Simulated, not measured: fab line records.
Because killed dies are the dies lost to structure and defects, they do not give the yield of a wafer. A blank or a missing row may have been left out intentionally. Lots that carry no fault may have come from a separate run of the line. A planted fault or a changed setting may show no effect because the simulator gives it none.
A struck lot beside a sound one | flow sfq-line | 13 out of 325 route steps
Sound: the wafers L887.2, L887.3, L887.6. Wafers L903.2, L903.3, L903.6 were the ones struck. The cause comes at the end.
For every step that has rows: the tool of each side, followed by ch and its chambers, followed by its first start. Under that, the readings that differ: sound wafers | struck wafers | difference of the means | sigmas: that difference in standard deviations of wafers without a fault.
alike: a reading whose means differ by less than 2 such deviations, as well as words and numbers matching on both sides. not compared: withheld readings; readings where some wafer has no value; bounds like >300 that might hide an equal value; numbers whose values overlap and for which the record gives no deviation.
A row with sigmas, a row that says differs or no value, or rows on one side alone: a step with any of these is where the two part. When numbers do not overlap yet have no deviation, they are printed without sigmas and do not part them. A reading that every wafer of one side lacks parts them only if that side has two wafers or more.

SFQ_I1_OVL_MEAS_913:
  sound on overlay-02 at day 16 01:05; struck on overlay-01 at day 23 03:05
  alike: I1_OVL
SFQ_TRILAYER_I1_VIA_BARC_OPEN_VIA_ETCH_071: etches BARC in O2, target depth 125 nm, time 41.7 s.
  sound on rie-diel-02 ch 0,2,3, day 16 01:07; struck on rie-diel-02 ch 1,2,3, day 23 03:07
  alike: drypump-motor-current-A, oes-product-au
  not compared: rf-hours-counter-h
SFQ_TRILAYER_I1_VIA_ETCH_VIA_ETCH_052: etches SiO2 in CHF3, stops on Nb, target depth 260 nm.
  sound on rie-diel-02 ch 0,2,3, day 16 01:10; struck on rie-diel-02 ch 1,2,3, day 23 03:10
  alike: drypump-motor-current-A, oes-product-au
SFQ_TRILAYER_I1_VIA_STRIP_STRIP_053: strips in O2.
  sound on rie-metal-03 ch 0,1, day 16 01:16; struck on rie-metal-02 ch 0,1, day 23 03:16
  alike: drypump-motor-current-A, oes-product-au
  not compared: rf-hours-counter-h
then, 2 steps without rows for these wafers: SFQ_TRILAYER_I1_VIA_STRIP_SOLV_CLEAN_054 (cleans in NMP, time 600 s); SFQ_TRILAYER_M2_DEP_PRE_CLEAN_056 (time 22.5 s).
SFQ_TRILAYER_M2_DEP_SPUTTER_055: material Nb, target thk 200 nm, time 133.3 s.
  sound on pvd-sputter-05 at day 16 02:05; struck on pvd-sputter-04 at day 23 04:04
  alike: chamber-pressure-pa, throttle-valve-pct
SFQ_M2_RS_MEAS_914: a four-point-probe measurement.
  sound on film-metro-04 at day 16 02:11; struck on film-metro-04 at day 23 04:11
  reading           | sound             | struck            | difference | sigmas
  M2_NB_RS (ohm/sq) | 0.913 0.903 0.910 | 0.882 0.875 0.879 | -0.030     | -3
then, 3 steps without rows for these wafers: SFQ_TRILAYER_M2_LITHO_COAT_062 (resist thk 62 nm); SFQ_TRILAYER_M2_LITHO_COAT_057 (resist thk 600 nm); SFQ_TRILAYER_M2_LITHO_SOFTBAKE_061.
SFQ_TRILAYER_M2_LITHO_EXPOSE_058: exposes mask M2, target cd 500 nm.
  sound on krf-scanner-01 ch 0, day 16 23:19; struck on krf-scanner-01, day 24 14:07
  no value came back on the struck wafers for exposure-dose-mJ-cm2, focus-offset-nm (nm); on the sound wafers exposure-dose-mJ-cm2 reads 14.390 14.411 14.389
  alike: mask
then, 1 step without rows for these wafers: SFQ_TRILAYER_M2_LITHO_PEB_060 (peb time 60 s).

## WHERE THEY PART
Earliest at SFQ_M2_RS_MEAS_914; latest, in this record, at SFQ_TRILAYER_M2_LITHO_EXPOSE_058.

WHY: what had been put in by the simulator
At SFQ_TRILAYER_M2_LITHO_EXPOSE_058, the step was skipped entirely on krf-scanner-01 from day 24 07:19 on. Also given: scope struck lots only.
